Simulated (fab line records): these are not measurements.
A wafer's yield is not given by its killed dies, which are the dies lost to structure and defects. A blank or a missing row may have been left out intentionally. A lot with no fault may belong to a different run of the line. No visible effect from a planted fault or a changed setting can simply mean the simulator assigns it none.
The tool behind it: which one?	flow sky130	11 lots with 33 wafers sampled at 2 steps, on a route of 708 steps

== WHAT THE GAUGES SHOWED, per wafer ==
SKY_VIA2_THK_MEAS_01.
lot	measured	on	VIA2_HDPCVD_THK (nm)
L853	day 35 01:23	film-metro-01	1171 1176 1190
L855	day 35 11:25	film-metro-04	1184 1184 1202
L854	day 35 19:26	film-metro-02	1200 1206 1184
L856	day 36 00:59	film-metro-04	1165 1176 1181
L858	day 36 15:49	film-metro-02	1182 1175 1190
L861	day 37 09:20	film-metro-02	1194 1212 1207
L865	day 41 01:31	film-metro-02	1203 957 1203
L866	day 41 03:36	film-metro-01	1181 951 1186
L867	day 41 05:48	film-metro-04	1166 1183 1181
L871	day 41 06:27	film-metro-02	1170 1170 1170
L873	day 41 08:11	film-metro-01	1173 1168 1163

== WHAT TOOL EACH LOT RAN ON (gives the tool, then ch and the chambers of the sampled wafers, and finally the start) ==
lot	SKY_VIA2_HDPCVD_00
L853	hdpcvd-02 ch 0,2, day 35 01:15
L855	hdpcvd-01 ch 0,1,2, day 35 11:17
L854	hdpcvd-02 ch 0,1,2, day 35 19:19
L856	hdpcvd-01 ch 0,1,2, day 36 00:52
L858	hdpcvd-01 ch 0,1,2, day 36 15:41
L861	hdpcvd-02 ch 0,1,2, day 37 09:13
L865	hdpcvd-02 ch 0,1,2, day 41 01:23
L866	hdpcvd-02 ch 0,1,2, day 41 03:28
L867	hdpcvd-01 ch 0,1,2, day 41 05:40
L871	hdpcvd-01 ch 0,1, day 41 06:20
L873	hdpcvd-01 ch 0,1,2, day 41 08:04
- SKY_VIA2_HDPCVD_00: deposits SiO2, target thk 1180 nm, time 196.7 s.

== THE ANSWER, worked out from the rows above alone ==
Rule: the lots themselves supply what counts as usual. Put in order of their means at a reading, lots are off if they are a third of the lots or fewer, leave a main group of 4 or more, and stand apart from it by a gap of 3 or more times the standard deviation of the main group's means; of several such gaps the widest counts. A main group whose means are all the same, to the digits that the tables above print for the reading, isn't used. A lot without any number at a reading at which 4 lots or more have one is off too. Any other lot the step has rows for is counted as sound.
Off: L865, L866, seen at SKY_VIA2_THK_MEAS_01 (VIA2_HDPCVD_THK). The main group has a mean of 1182 nm with a standard deviation of 12.
If a tool, at a process step before that reading, ran all the lots that are off and no sound lot after the first of them, it fits. The gauges at SKY_VIA2_THK_MEAS_01 are tried like those tools. One candidate fits, namely hdpcvd-02 at SKY_VIA2_HDPCVD_00. Its last sound lot is L861 (day 37 09:13), its first lot that is off L865 (day 41 01:23): a fault that began between those two fits.

== WHAT THE SIMULATOR HAD PUT IN ==
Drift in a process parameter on hdpcvd-02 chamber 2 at SKY_VIA2_HDPCVD_00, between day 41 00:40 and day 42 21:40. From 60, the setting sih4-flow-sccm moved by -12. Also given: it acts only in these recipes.
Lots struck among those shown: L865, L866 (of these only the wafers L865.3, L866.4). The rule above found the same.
